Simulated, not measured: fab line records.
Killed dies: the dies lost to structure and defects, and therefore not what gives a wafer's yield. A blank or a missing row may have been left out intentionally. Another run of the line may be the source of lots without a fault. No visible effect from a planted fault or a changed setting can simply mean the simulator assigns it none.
Which of the tools did it? | flow gf180mcu | route of 602 steps, sampled at 1 step: 24 lots, 72 wafers

== WHAT EACH GAUGE READ, for each wafer ==
GF_HV_LDD_OVL_MEAS_47.
lot  | measured     | on         | HV_LDD_03_OVL (nm)
L074 | day 12 07:10 | overlay-01 | -2.8 -1.1 -2.8
L075 | day 12 17:30 | overlay-01 | -3.2 -3.8 -3.4
L076 | day 12 23:08 | overlay-01 | -1.8 -3.2 -3.4
L077 | day 13 09:08 | overlay-01 | 0.0 -0.7 -2.2
L078 | day 13 15:49 | overlay-02 | 0.6 0.1 0.9
L079 | day 14 00:47 | overlay-01 | -2.1 -0.9 -1.3
L080 | day 14 08:23 | overlay-01 | -1.3 -2.4 0.6
L081 | day 14 18:53 | overlay-02 | -0.9 -0.7 -0.9
L082 | day 15 01:54 | overlay-01 | -1.3 -3.6 -2.4
L083 | day 15 05:33 | overlay-01 | -2.3 -1.7 -2.3
L084 | day 15 19:19 | overlay-02 | -1.0 -1.4 -2.0
L085 | day 15 23:53 | overlay-01 | -0.9 0.1 0.0
L086 | day 16 09:05 | overlay-01 | -1.1 -1.0 -2.1
L087 | day 16 17:15 | overlay-02 | -1.9 -3.1 -2.0
L088 | day 17 01:51 | overlay-01 | -0.9 -1.8 2.1
L089 | day 17 11:45 | overlay-01 | 1.5 -1.4 -0.9
L090 | day 17 16:14 | overlay-02 | 0.2 -2.4 -2.0
L091 | day 18 00:47 | overlay-02 | -1.6 -1.9 -2.7
L092 | day 18 09:48 | overlay-01 | -1.3 -3.7 -2.7
L093 | day 18 15:17 | overlay-01 | -2.4 -2.8 -1.1
L094 | day 19 00:54 | overlay-02 | -2.2 -2.2 -1.9
L095 | day 19 07:21 | overlay-02 | -1.1 -2.0 -1.2
L096 | day 19 20:51 | overlay-01 | -0.3 -2.1 -0.2
L097 | day 20 05:56 | overlay-01 | -3.0 -3.3 -2.2

== TOOL THAT RAN EACH LOT (tool first, then ch and the chambers of the sampled wafers, then the start) ==
The record holds no process step before these readings.

== AS READ BY THE TOOLS THEMSELVES (means over the sampled wafers that have a number; for cases with no such wafer, the mark the record gives instead) ==
The record holds no such reading with a usual standard deviation.

== THE ANSWER, worked out from the rows above alone ==
Rule: the usual values come from the lots themselves. The widest of any qualifying gaps counts: lots, ordered by their means at a reading, are off when they make up no more than a third of the lots, leave a main group of 4 or more, and stand apart from it by 3 or more times the standard deviation of that group's means. If all means in a main group match to the digits the tables above print for the reading, that group is not used. A lot without any number at a reading at which 4 lots or more have one is off too. All remaining lots with rows at the step are treated as sound. First the gauges in route order, then the tools' own readings, where a lot's mean is used as printed above. The first step at which some lot is off is used, and at that step the reading that is off furthest; a lot without a number counts as furthest.
Nothing can be told from this: no lot is off at any reading shown.

== WHAT HAD BEEN PUT IN BY THE SIMULATOR ==
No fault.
